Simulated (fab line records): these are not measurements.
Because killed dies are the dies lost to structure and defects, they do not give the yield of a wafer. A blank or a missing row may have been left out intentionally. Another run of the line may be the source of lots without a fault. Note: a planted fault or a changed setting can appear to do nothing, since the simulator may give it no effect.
fab line records -- flow sky130
record lots=5, wafers=15, lastDay=50
route steps=708 shown VIA4@645 PAD_OPEN@708
lots that met no fault: taken from a fault-free run of the same line
startH: the number of hours between the record's first day and the start of the first shown wafer of the lot -- waitH: how many hours have passed since the lot's step before this one -- " identical to the entry in the row above -- L1.1+2: a row that stands for several wafers -- - either no value or no given start -- * or withheld: withheld -- < > ~ a bound
route shown NAME@n: names a module that has steps shown in the file, with the first one's number in the route -- usual: mean and standard deviation over wafers with no fault -- same: alike in all rows -- chamber/n: place in a boat -- sites: the reading at each site -- _std_site: standard deviation across them -- _edge_site: outer sites' mean less inner sites' -- radiusMm: how far each site lies from the wafer's centre -- mask NAME#n: copy n -- behind: the last tool/chamber to shape the wafer -- hold: the reason the lot was held/the length of the hold in hours/how it ended -- device: whichever transistor did not switch (one of n, p or np) -- end of line: tests of these same wafers at the route's end -- a step given without rows: its recipe and nothing more -- killed: at the first sort, the dies lost to defects and structure; wafer yield is something else -- map: the dies of a wafer, with x for killed, . for not killed, _ for no die there
set.NAME: the setting that was run; set.NAME@STEP: the one run at that earlier step -- model.NAME: the simulator's own value behind a step, which no gauge read
lots seen at some steps along the route; tables by step, rows by wafer
services: a tool's chamber out of use, with start hour (startH, from the record's first day; less than 0 if before it), hours out, and reason
## steps
# step SKY_VIA4_COAT_06
# recipe resist=NOVOLAK, spinRpm=3000, resistThkNm=1140
# step SKY_VIA4_SOFTBAKE_07
# recipe tempC=90, timeS=60, resist=NOVOLAK
# step SKY_VIA4_EXPOSE_08
# recipe maskId=VIM4, na=0.6, sourceShape=conventional, sigmaOuter=0.6, polarization=unpolarized, targetCdNm=800, doseMj=132
# step SKY_VIA4_PEB_09
# recipe tempC=withheld, timeS=*, resist=NOVOLAK
# step SKY_VIA4_DEVELOP_10
# recipe resist=NOVOLAK, developer=TMAH, developTimeS=60, devTempC=23
# step SKY_VIA4_OVL_MEAS_11
# usual VIA4_OVL=0.8/1.2
lot.wafer,tool,chamber,startH,waitH,VIA4_OVL[nm]
L127.1,overlay-02,-,1010.57,0.1,0.3
L127.2,overlay-02,-,1010.57,0.1,1.7
L127.5,overlay-02,-,1010.57,0.1,2.8
L128.1,overlay-01,-,1052.87,0.1,0.0
L128.4,overlay-01,-,1052.87,0.1,-0.3
L128.5,overlay-01,-,1052.87,0.1,0.8
L131.1,overlay-01,-,1057.88,0.1,-0.8
L131.5,overlay-01,-,1057.88,0.1,-0.8
L131.6,overlay-01,-,1057.88,0.1,1.8
L140.1,overlay-02,-,1091.37,0.1,2.4
L140.3,overlay-02,-,1091.37,0.1,3.4
L140.5,overlay-02,-,1091.37,0.1,2.0
L148.2,overlay-02,-,1137.67,0.1,0.0
L148.5,overlay-02,-,1137.67,0.1,0.4
L148.6,overlay-02,-,1137.67,0.1,-0.7
# step SKY_VIA4_ETCH_12
# recipe target=SiO2, chemistry=C4F8/O2/Ar, stopOn=TiN, maskMaterial=NOVOLAK, sourceW=1500, biasW=1200, pressureMtorr=40, c4f8FlowSccm=withheld, O2_flow_sccm=6, Ar_flow_sccm=300, timeS=withheld, targetDepthA=5800
# usual oesProductAu=0.926/0.0048
lot.wafer,tool,chamber,startH,waitH,oesProductAu
L127.1,rieDiel-04,1,1010.60,0.0,0.921
L127.2,rieDiel-04,2,1010.60,0.0,0.924
L127.5,rieDiel-04,0,1010.60,0.0,0.934
L128.1,rieDiel-01,3,1052.90,0.0,0.923
L128.4,rieDiel-01,2,1052.90,0.0,0.921
L128.5,rieDiel-01,3,1052.90,0.0,0.929
L131.1,rieDiel-01,0,1057.92,0.0,0.930
L131.5,rieDiel-01,1,1057.92,0.0,0.927
L131.6,rieDiel-01,2,1057.92,0.0,0.921
L140.1,rieDiel-03,3,1091.40,0.0,0.925
L140.3,rieDiel-03,0,1091.40,0.0,0.932
L140.5,rieDiel-03,2,1091.40,0.0,0.928
L148.2,rieDiel-01,3,1137.70,0.0,0.919
L148.5,rieDiel-01,2,1137.70,0.0,0.925
L148.6,rieDiel-01,1,1137.70,0.0,0.928
# step SKY_VIA4_STRIP_13
# recipe chemistry=O2/N2, powerW=1400, pressureMtorr=1500, platenTempC=withheld, o2FlowSccm=3000, n2FlowSccm=300, overashFraction=0.5
# usual drypumpMotorCurrentA=5.7/0.46, oesProductAu=0.710/0.005, stripTimeToEndpointS=12.80/0.035
lot.wafer,tool,chamber,startH,waitH,drypumpMotorCurrentA,oesProductAu,rfHoursCounterH,stripTimeToEndpointS
L127.1,plasmaAsher-02,1,1010.68,-,5.5,0.709,92,12.77
L127.2,plasmaAsher-02,0,1010.68,-,5.0,0.708,92,12.81
L127.5,plasmaAsher-02,1,1010.68,-,5.5,0.714,-,12.84
L128.1,plasmaAsher-01,0,1052.98,-,6.0,0.714,120,12.81
L128.4,plasmaAsher-01,0,1052.98,-,5.9,0.711,-,12.83
L128.5,plasmaAsher-01,1,1052.98,-,5.5,0.708,-,12.87
L131.1,plasmaAsher-02,0,1057.99,-,5.0,0.712,97,12.82
L131.5,plasmaAsher-02,1,1057.99,-,5.5,0.712,-,12.77
L131.6,plasmaAsher-02,0,1057.99,-,5.1,0.713,-,12.84
L140.1,plasmaAsher-03,1,1091.48,-,6.4,0.721,34,12.86
L140.3,plasmaAsher-03,0,1091.48,-,5.8,0.710,-,12.82
L140.5,plasmaAsher-03,0,1091.48,-,5.8,0.716,-,12.83
L148.2,plasmaAsher-02,0,1137.77,-,5.0,0.710,105,12.77
L148.5,plasmaAsher-02,0,1137.77,-,5.0,0.704,-,12.80
L148.6,plasmaAsher-02,1,1137.77,-,5.5,0.703,-,12.77
# step SKY_VIA4_STRIP_14
# recipe chemistry=postEtchResidueRemover, timeS=1200, tempC=72.5
# step SKY_VIA4_CLEAN_15
# recipe chemistry=IPA, timeS=180, tempC=25
# step SKY_VIA4_CLEAN_16
# recipe chemistry=O3/DIW, dry=n2Spin
# step SKY_VIA4_SPUTTER_17
# recipe material=TiN, targetThkNm=20, chamberPressurePa=5, powerW=4000, timeS=80
# usual throttleValvePct=30.1/0.98
lot.wafer,tool,chamber,startH,waitH,throttleValvePct
L127.1,pvdSputter-02,-,1011.33,0.0,30.6
L127.2,pvdSputter-02,-,1011.33,0.0,31.7
L127.5,pvdSputter-02,-,1011.33,0.0,29.3
L128.1,pvdSputter-02,-,1053.57,0.0,30.8
L128.4,pvdSputter-02,-,1053.57,0.0,32.0
L128.5,pvdSputter-02,-,1053.57,0.0,29.5
L131.1,pvdSputter-04,-,1058.66,0.0,29.3
L131.5,pvdSputter-04,-,1058.66,0.0,31.7
L131.6,pvdSputter-04,-,1058.66,0.0,30.0
L140.1,pvdSputter-01,-,1092.11,0.0,29.0
L140.3,pvdSputter-01,-,1092.11,0.0,29.0
L140.5,pvdSputter-01,-,1092.11,0.0,29.6
L148.2,pvdSputter-01,-,1138.36,0.0,30.8
L148.5,pvdSputter-01,-,1138.36,0.0,30.7
L148.6,pvdSputter-01,-,1138.36,0.0,29.8
# step SKY_VIA4_CVD_18
# recipe material=W, targetThkNm=505, timeS=152.14, tempC=400, pressureTorr=40
# usual heaterPowerW=832/55, susceptorTempC=400.01/0.19
lot.wafer,tool,chamber,startH,waitH,heaterPowerW,susceptorTempC,model.W_of_VIA4_CVD_18.thkNm
L127.1,cvdW-02,1,1011.39,0.0,803,400.14,517
L127.2,cvdW-02,0,1011.39,0.0,804,399.90,508.5
L127.5,cvdW-02,0,1011.39,0.0,808,399.71,507.7
L128.1,cvdW-01,1,1053.63,0.0,963,399.90,508.3
L128.4,cvdW-01,0,1053.63,0.0,801,399.96,500.5
L128.5,cvdW-01,1,1053.63,0.0,931,400.11,503.4
L131.1,cvdW-02,1,1058.72,0.0,787,397.00,489.1
L131.5,cvdW-02,0,1058.72,0.0,804,396.91,486.3
L131.6,cvdW-02,1,1058.72,0.0,771,397.01,481.9
L140.1,cvdW-01,0,1092.17,0.0,790,400.05,500.7
L140.3,cvdW-01,1,1092.17,0.0,977,400.06,508.3
L140.5,cvdW-01,1,1092.17,0.0,958,400.11,509.8
L148.2,cvdW-01,1,1138.42,0.0,926,400.26,505.4
L148.5,cvdW-01,1,1138.42,0.0,961,399.95,504.8
L148.6,cvdW-01,0,1138.42,0.0,812,400.17,504.3
# step SKY_VIA4_RS_MEAS_19
# recipe thkMeasGauge=four-point-probe, reads=W_of_VIA4_CVD_18+TiN_of_VIA4_SPUTTER_17
# usual VIA4_W_RS=0.2241/0.0029
lot.wafer,tool,chamber,startH,waitH,VIA4_W_RS[ohm/sq]
L127.1,filmMetro-02,-,1011.54,0.1,0.2213
L127.2,filmMetro-02,-,1011.54,0.1,0.2249
L127.5,filmMetro-02,-,1011.54,0.1,0.2252
L128.1,filmMetro-03,-,1053.79,0.1,0.2249
L128.4,filmMetro-03,-,1053.79,0.1,0.2290
L128.5,filmMetro-03,-,1053.79,0.1,0.2278
L131.1,filmMetro-04,-,1058.87,0.1,0.2342
L131.5,filmMetro-04,-,1058.87,0.1,0.2358
L131.6,filmMetro-04,-,1058.87,0.1,0.2373
L140.1,filmMetro-02,-,1092.32,0.1,0.2289
L140.3,filmMetro-02,-,1092.32,0.1,0.2251
L140.5,filmMetro-02,-,1092.32,0.1,0.2241
L148.2,filmMetro-02,-,1138.59,0.1,0.2266
L148.5,filmMetro-02,-,1138.59,0.1,0.2267
L148.6,filmMetro-02,-,1138.59,0.1,0.2270
# step SKY_VIA4_THK_MEAS_20
# recipe thkMeasGauge=xrf, reads=W_of_VIA4_CVD_18
# usual VIA4_W_THK=503/7.1
lot.wafer,tool,chamber,startH,waitH,VIA4_W_THK[nm]
L127.1,filmMetro-02,-,1011.66,0.1,509
L127.2,filmMetro-02,-,1011.66,0.1,503
L127.5,filmMetro-02,-,1011.66,0.1,503
L128.1,filmMetro-03,-,1053.91,0.1,505
L128.4,filmMetro-03,-,1053.91,0.1,495
L128.5,filmMetro-03,-,1053.91,0.1,496
L131.1,filmMetro-04,-,1058.99,0.1,482
L131.5,filmMetro-04,-,1058.99,0.1,476
L131.6,filmMetro-04,-,1058.99,0.1,474
L140.1,filmMetro-02,-,1092.44,0.1,502
L140.3,filmMetro-02,-,1092.44,0.1,507
L140.5,filmMetro-02,-,1092.44,0.1,507
L148.2,filmMetro-02,-,1138.70,0.1,500
L148.5,filmMetro-02,-,1138.70,0.1,501
L148.6,filmMetro-02,-,1138.70,0.1,503
# step SKY_VIA4_CMP_21
# recipe stopOn=SiO2, tOverpolishS=25, downForcePsi=3.5, platenRpm=60, targetThkNm=0, padVelocityMS=0.94248
# usual motorCurrentA=11.2/1.2, retainingRingPressureFrac=1.000/0.0047
lot.wafer,tool,chamber,startH,waitH,motorCurrentA,retainingRingPressureFrac
L127.1,cmp-01,0,1012.08,0.4,12.5,0.996
L127.2,cmp-01,1,1012.08,0.4,11.7,1.003
L127.5,cmp-01,0,1012.08,0.4,12.2,0.999
L128.1,cmp-01,1,1054.02,0.1,11.0,0.998
L128.4,cmp-01,2,1054.02,0.1,12.2,0.993
L128.5,cmp-01,1,1054.02,0.1,11.1,1.001
L131.1,cmp-02,3,1059.05,0.1,9.1,1.000
L131.5,cmp-02,3,1059.05,0.1,8.9,1.007
L131.6,cmp-02,0,1059.05,0.1,12.5,1.000
L140.1,cmp-01,1,1092.61,0.2,10.7,0.994
L140.3,cmp-01,2,1092.61,0.2,11.2,1.001
L140.5,cmp-01,0,1092.61,0.2,11.9,1.006
L148.2,cmp-01,2,1138.80,0.1,12.4,1.001
L148.5,cmp-01,1,1138.80,0.1,10.7,0.991
L148.6,cmp-01,2,1138.80,0.1,12.4,1.000
# step SKY_PAD_OPEN_PROBE_99
# usual killed_at_M0_to_M3=43/7.5, killed_at_M4_up=2.8/1.8, killedAtContacts=24/5.3, killedAtFrontEnd=14/4.2, killedAtOther=0.3/0.54, killedDies=84/9.4, killedOnRim=16/3.3, killedOpen=46/7.1, killedShort=38/6.6
# same grossDies=492, killedAtBackSide=0
lot.wafer,tool,chamber,startH,waitH,killed_at_M0_to_M3,killed_at_M4_up,killedAtContacts,killedAtFrontEnd,killedAtOther,killedDies,killedOnRim,killedOpen,killedShort
L127.1,prober-01,-,1082.26,0.1,52,2,25,13,0,92,17,48,44
L127.2,prober-01,-,1082.31,0.1,52,4,20,12,0,88,14,37,51
L127.5,prober-01,-,1082.46,0.2,41,1,25,6,1,74,14,40,34
L128.1,prober-02,-,1120.46,0.1,43,2,24,16,0,85,17,44,41
L128.4,prober-02,-,1120.61,0.2,46,0,30,15,0,91,17,40,51
L128.5,prober-02,-,1120.66,0.2,40,1,23,10,0,74,13,39,35
L131.1,prober-02,-,1123.46,0.1,57,2,19,414,0,492,96,63,34
L131.5,prober-02,-,1123.66,0.2,49,1,22,420,0,492,96,41,41
L131.6,prober-02,-,1123.71,0.2,52,3,29,408,0,492,96,64,35
L140.1,prober-01,-,1154.65,0.1,53,1,21,18,0,93,21,56,37
L140.3,prober-01,-,1154.75,0.2,42,2,23,14,0,81,15,48,32
L140.5,prober-01,-,1154.85,0.2,48,6,15,11,0,80,15,44,35
L148.2,prober-01,-,1194.27,0.1,42,3,28,15,0,88,23,58,30
L148.5,prober-01,-,1194.42,0.2,42,7,23,10,0,82,17,41,41
L148.6,prober-01,-,1194.47,0.2,42,4,22,18,0,86,13,47,38
# killed by level:class
L127.1 VIA1:geometricParticle:open=14 VIA2:geometricParticle:open=14 VIA1:geometricParticle:short=10 CONTACT:geometricParticle:short=9 CONTACT:geometricParticle:open=7 FIELD_ISO:geometricParticle:open=5 LOCAL_INTERCONNECT:geometricParticle:short=5 METAL2:geometricParticle:short=5
L127.2 VIA1:geometricParticle:open=12 CONTACT:geometricParticle:open=9 METAL2:geometricParticle:short=7 METAL3:geometricParticle:short=7 LOCAL_INTERCONNECT:geometricParticle:short=6 VIA1:geometricParticle:short=6 VIA2:geometricParticle:open=5 FIELD_ISO:geometricParticle:short=4
L127.5 CONTACT:geometricParticle:open=9 LI_CONTACT:geometricParticle:open=8 VIA1:geometricParticle:short=8 VIA1:geometricParticle:open=8 CONTACT:geometricParticle:short=5 VIA2:geometricParticle:open=5 METAL1:geometricParticle:short=4 VIA2:geometricParticle:short=4
L128.1 VIA1:geometricParticle:open=9 LI_CONTACT:geometricParticle:open=8 METAL2:geometricParticle:short=8 CONTACT:geometricParticle:open=7 METAL1:geometricParticle:short=7 FIELD_ISO:geometricParticle:short=5 POLY_GATE:geometricParticle:open=5 VIA2:geometricParticle:open=5
L128.4 METAL1:geometricParticle:short=12 VIA1:geometricParticle:open=11 CONTACT:geometricParticle:short=10 LI_CONTACT:geometricParticle:open=8 CONTACT:geometricParticle:open=6 METAL2:geometricParticle:short=6 LI_CONTACT:geometricParticle:short=4 VIA1:geometricParticle:short=4
L128.5 VIA1:geometricParticle:open=10 CONTACT:geometricParticle:open=9 METAL1:geometricParticle:short=6 CONTACT:geometricParticle:short=5 VIA2:geometricParticle:open=5 FIELD_ISO:geometricParticle:open=4 LI_CONTACT:geometricParticle:open=4 VIA1:geometricParticle:short=4
L131.1 NWELL:areaDevelop=395 VIA1:geometricParticle:open=10 VIA3:geometricParticle:open=10 CONTACT:geometricParticle:open=10 METAL2:geometricParticle:short=10 VIA2:geometricParticle:open=8 FIELD_ISO:geometricParticle:open=7 POLY_GATE:geometricParticle:open=7
L131.5 NWELL:areaDevelop=409 VIA1:geometricParticle:open=9 CONTACT:geometricParticle:open=8 METAL2:geometricParticle:short=7 VIA1:geometricParticle:short=7 VIA3:geometricParticle:short=7 VIA3:geometricParticle:open=6 LI_CONTACT:geometricParticle:open=5
L131.6 NWELL:areaDevelop=393 CONTACT:geometricParticle:open=16 VIA1:geometricParticle:open=11 VIA3:geometricParticle:open=9 VIA1:geometricParticle:short=8 VIA2:geometricParticle:open=7 LI_CONTACT:geometricParticle:open=7 FIELD_ISO:geometricParticle:open=5
L140.1 VIA1:geometricParticle:open=12 VIA2:geometricParticle:open=11 CONTACT:geometricParticle:open=10 FIELD_ISO:geometricParticle:short=7 VIA3:geometricParticle:open=6 FIELD_ISO:geometricParticle:open=5 METAL1:geometricParticle:short=5 METAL2:geometricParticle:short=5
L140.3 VIA1:geometricParticle:open=10 LI_CONTACT:geometricParticle:open=9 VIA2:geometricParticle:open=7 LOCAL_INTERCONNECT:geometricParticle:short=6 METAL1:geometricParticle:short=5 VIA3:geometricParticle:open=5 METAL2:geometricParticle:short=4 POLY_GATE:geometricParticle:short=4
L140.5 METAL2:geometricParticle:short=9 VIA2:geometricParticle:open=9 VIA3:geometricParticle:open=7 LI_CONTACT:geometricParticle:open=6 METAL1:geometricParticle:short=6 VIA1:geometricParticle:open=6 CONTACT:geometricParticle:open=5 METAL4:geometricParticle:short=4
L148.2 LI_CONTACT:geometricParticle:open=13 CONTACT:geometricParticle:open=10 VIA1:geometricParticle:open=9 VIA1:geometricParticle:short=9 POLY_GATE:geometricParticle:open=7 VIA2:geometricParticle:open=5 VIA3:geometricParticle:open=4 METAL2:geometricParticle:short=4
L148.5 VIA1:geometricParticle:open=8 CONTACT:geometricParticle:open=8 VIA2:geometricParticle:open=7 CONTACT:geometricParticle:short=6 VIA1:geometricParticle:short=6 FIELD_ISO:geometricParticle:open=5 METAL2:geometricParticle:short=5 VIA3:geometricParticle:short=5
L148.6 VIA1:geometricParticle:open=9 VIA2:geometricParticle:open=8 CONTACT:geometricParticle:open=7 FIELD_ISO:geometricParticle:short=6 LI_CONTACT:geometricParticle:open=6 VIA1:geometricParticle:short=6 VIA3:geometricParticle:open=6 FIELD_ISO:geometricParticle:open=4
# map L131.1 (x killed, . not)
__________xxxxxxxxxx_________
________xxxxxxxxxxxxxx_______
______xxxxxxxxxxxxxxxxxx_____
_____xxxxxxxxxxxxxxxxxxxx____
____xxxxxxxxxxxxxxxxxxxxxx___
___xxxxxxxxxxxxxxxxxxxxxxxx__
__xxxxxxxxxxxxxxxxxxxxxxxxxx_
_xxxxxxxxxxxxxxxxxxxxxxxxxxxx
_xxxxxxxxxxxxxxxxxxxxxxxxxxxx
_xxxxxxxxxxxxxxxxxxxxxxxxxxxx
_xxxxxxxxxxxxxxxxxxxxxxxxxxxx
_xxxxxxxxxxxxxxxxxxxxxxxxxxxx
_xxxxxxxxxxxxxxxxxxxxxxxxxxxx
_xxxxxxxxxxxxxxxxxxxxxxxxxxxx
_xxxxxxxxxxxxxxxxxxxxxxxxxxxx
__xxxxxxxxxxxxxxxxxxxxxxxxxx_
___xxxxxxxxxxxxxxxxxxxxxxxx__
____xxxxxxxxxxxxxxxxxxxxxx___
_____xxxxxxxxxxxxxxxxxxxx____
______xxxxxxxxxxxxxxxxxx_____
________xxxxxxxxxxxxxx_______
__________xxxxxxxxxx_________
# map L127.1 (x killed, . not)
__________....x.x..x_________
________x....x.....x.._______
______x..xx.....xx.x...x_____
_____..x.....x...........____
____x..x..x.xx...x.x....x.___
___........x.x....x........__
__x...x......x..xx...xx..x.x_
_......x..............x...x..
_....x........x.............x
_..x..x.x..x.................
_x..x....xxx...x.x..xxx......
_xx.......x..xx..........x.x.
_.x..........x....x.....x....
_..x.......x.............x.x.
_............x.........x...x.
__.......x.....x............_
___..xx.xx..xx.............__
____.........x......x.x...___
_____..x.x.x......x......____
______.....x............_____
________........x....._______
__________.......xx._________
## services
tool,chamber,startH,hours,kind
rieDiel-04,0,993.67,7.4,repair
cmp-01,-,998.84,5.9,repair
pvdSputter-01,-,1003.80,1.2,repair
cmp-01,-,1004.75,5.0,pm
cmp-02,-,1005.76,2.2,repair
cmp-01,-,1010.12,1.9,repair
cvdW-01,-,1015.60,1.3,repair
rieDiel-03,-,1032.88,2.7,repair
rieDiel-01,-,1037.52,2.8,pm
cmp-01,-,1037.87,4.7,pm
cvdW-02,-,1042.83,2.8,pm
cmp-01,-,1044.21,0.6,repair
rieDiel-03,-,1047.06,4.1,repair
cmp-02,-,1051.98,3.5,pm
cvdW-01,-,1052.85,0.5,repair
plasmaAsher-01,-,1055.25,9.0,pm
plasmaAsher-01,-,1057.84,0.8,repair
cmp-01,-,1084.22,4.0,pm
pvdSputter-01,-,1092.99,8.6,repair
rieDiel-01,0,1099.23,2.8,repair
plasmaAsher-02,-,1113.72,1.1,repair
cmp-01,-,1117.48,7.9,pm
pvdSputter-02,-,1128.42,5.1,repair
pvdSputter-02,-,1137.59,9.0,repair
## key
firstSign step=SKY_VIA4_CVD_18, reading=susceptorTempC, direction=down, sigmas=16, usual=*, struck=*
effect step=SKY_VIA4_RS_MEAS_19, reading=VIA4_W_RS, direction=up, sigmas=4, usual=0.2241, struck=0.2358
effect step=SKY_VIA4_THK_MEAS_20, reading=VIA4_W_THK, direction=down, sigmas=3.6, usual=503, struck=477
modelEffect step=SKY_VIA4_CVD_18, value=W_of_VIA4_CVD_18.thkNm, without=512.1, struck=485.8
metAt SKY_VIA4_CVD_18
struckWafers L131.1,L131.5,L131.6
testerLeftOut L131
onsetBetween 1011.39 1058.72
earlierFault kind=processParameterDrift, tool=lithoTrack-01, chamber=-, onsetH=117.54, steps=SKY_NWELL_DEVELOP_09, channel=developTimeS, offset=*, shape=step, endH=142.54, actsIn=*, stated=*
fault kind=processParameterDrift, tool=cvdW-02, chamber=-, onsetH=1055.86, steps=SKY_VIA4_CVD_18, channel=tempC, offset=*, shape=step, endH=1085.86, actsIn=*, stated=*
# testerLeftOut: of these lots the tester's yield and bins aren't shown, on N5 and GAA mostly nor the transistor test; their killed dies are dies lost to structure and defects alone, not to doping, threshold or leakage, so they don't give the yield
